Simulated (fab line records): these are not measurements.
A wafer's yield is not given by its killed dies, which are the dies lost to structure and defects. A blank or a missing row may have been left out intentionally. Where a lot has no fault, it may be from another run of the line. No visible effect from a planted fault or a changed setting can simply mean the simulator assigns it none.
2 desks looking at one fault    flow gf180mcu    only its own numbers are on each desk; what lay behind them is given at the end

## THE METROLOGY DESK
What the gauges read, lot by lot, whatever tool the lot ran on: means of the sampled wafers that have a number. The brackets show how far a lot's mean lies from the usual mean; more than 4 standard deviations puts the lot out of limits, marked OUT.
Columns: A = VT_IMPLANT_3_TW at GF_VT_IMPLANT_TW_MEAS_32, usual 267.6; B = HV_LDD_03_OVL at GF_HV_LDD_OVL_MEAS_47, usual -0.9 nm
lot   first seen here  A                B
L629  day 6 23:55      266.3            -3.2
L630  day 7 06:11      267.6            -0.5
L631  day 7 15:22      266.8            -1.6
L632  day 7 18:22      268.0            -1.5
L633  day 8 02:43      269.0            -1.5
L634  day 8 10:04      269.2            -2.7
L635  day 8 18:13      269.0            -0.8
L636  day 9 01:16      268.9            -1.1
L641  day 10 05:31     306.9 (+25) OUT  -1.7
L646  day 11 15:17     305.5 (+24) OUT  -1.2
L647  day 11 19:14     266.0            -1.0
L650  day 12 14:29     267.4            0.1
L652  day 13 06:49     266.7            1.1
This desk's result: L641, L646 out of limits, first on L641 (VT_IMPLANT_3_TW at GF_VT_IMPLANT_TW_MEAS_32), day 10 05:31. Within limits: L629, L630, L631, L632, L633, L634, L635, L636, L647, L650, L652.

## THE TOOL OWNER'S DESK: implanter-02
The tool's own readings at GF_VT_IMPLANT_IMPLANT_30, given as means over the sampled wafers that have a number, one for each lot that went through this tool. The brackets show how far a lot's mean lies from the usual mean; more than 4 standard deviations puts the lot out of limits, marked OUT.
Columns: A = dose_ions_cm2 at GF_VT_IMPLANT_IMPLANT_30, usual 2.5343e+12; B = faraday_current_uA at GF_VT_IMPLANT_IMPLANT_30, usual 14.29
lot   first seen here  A                             B
L630  day 7 05:56      2.5390e+12                    14.25
L635  day 8 17:58      2.5366e+12                    14.02
L641  day 10 05:16     4.0502e+12 (+99 or more) OUT  22.84 (+29) OUT
L646  day 11 15:04     4.0503e+12 (+99 or more) OUT  23.08 (+30) OUT
This desk finds L641, L646 out of limits, L641 being first, at day 10 05:16 (dose_ions_cm2 at GF_VT_IMPLANT_IMPLANT_30). Within limits: L630, L635.

## TAKEN TOGETHER
The tool owner's desk could have raised an alarm at day 10 05:16, on L641, L646.
On L641, L646, the metrology desk was in a position to raise an alarm at day 10 05:31.
GF_VT_IMPLANT_IMPLANT_30 was run on implanter-02 by each of the lots named.

## WHAT HAD BEEN PUT IN BY THE SIMULATOR
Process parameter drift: implanter-02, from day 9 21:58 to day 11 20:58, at GF_VT_IMPLANT_IMPLANT_30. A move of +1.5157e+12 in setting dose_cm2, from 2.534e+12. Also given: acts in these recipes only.
Struck lots among those shown: L641, L646.
Fault start to first reading out of limits, in hours, per desk: tool owner, 7; metrology, 8.
